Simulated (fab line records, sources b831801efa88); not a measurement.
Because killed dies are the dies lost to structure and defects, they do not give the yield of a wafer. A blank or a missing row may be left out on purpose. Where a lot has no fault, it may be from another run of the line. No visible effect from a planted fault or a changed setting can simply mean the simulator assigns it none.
Which tool is to blame?	flow sky130	Sampling: 6 lots, 18 wafers, 2 of 708 route steps

== WHAT THE GAUGES READ, wafer by wafer ==
SKY_SONOS_ONO_THK_MEAS_03.
lot	measured	on	SONOS_ONO_CVD_02_THK (nm)
L434	day 9 21:01	film_metro-03	10.58 10.45 10.42
L436	day 10 12:09	film_metro-03	10.63 10.58 10.51
L440	day 11 10:25	film_metro-03	10.46 10.36 10.41
L451	day 22 20:42	film_metro-01	10.47 10.53 10.47
L453	day 22 19:39	film_metro-03	10.56 10.64 10.52
L455	day 22 21:45	film_metro-01	10.43 10.33 10.30

== EACH LOT AND THE TOOL THAT RAN IT (in order: tool; ch and the chambers of the sampled wafers; start) ==
lot	SKY_SONOS_ONO_CVD_02
L434	lpcvd-02 ch 1, day 9 19:58
L436	lpcvd-02 ch 0, day 10 11:06
L440	lpcvd-02 ch 1, day 11 09:22
L451	lpcvd-02 ch 0, day 22 19:38
L453	lpcvd-02 ch 0, day 22 18:35
L455	lpcvd-02 ch 0, day 22 20:41
- SKY_SONOS_ONO_CVD_02: deposits Si3N4 from DCS/NH3, target thk 10.5 nm, time 180 s.

== THE ANSWER, worked out from the rows above alone ==
Rule: usual is defined by the lots themselves. Put in order of their means at a reading, lots are off if they are a third of the lots or fewer, leave a main group of 4 or more, and stand apart from it by a gap of 3 or more times the standard deviation of the main group's means; of several such gaps the widest counts. A main group is skipped when, at the precision printed for the reading in the tables above, its means are all equal. A lot without any number at a reading at which 4 lots or more have one is off too. Any other lot the step has rows for is counted as sound.
None of the lots is off at any reading shown; this tells nothing.

== WHAT THE SIMULATOR HAD INSERTED ==
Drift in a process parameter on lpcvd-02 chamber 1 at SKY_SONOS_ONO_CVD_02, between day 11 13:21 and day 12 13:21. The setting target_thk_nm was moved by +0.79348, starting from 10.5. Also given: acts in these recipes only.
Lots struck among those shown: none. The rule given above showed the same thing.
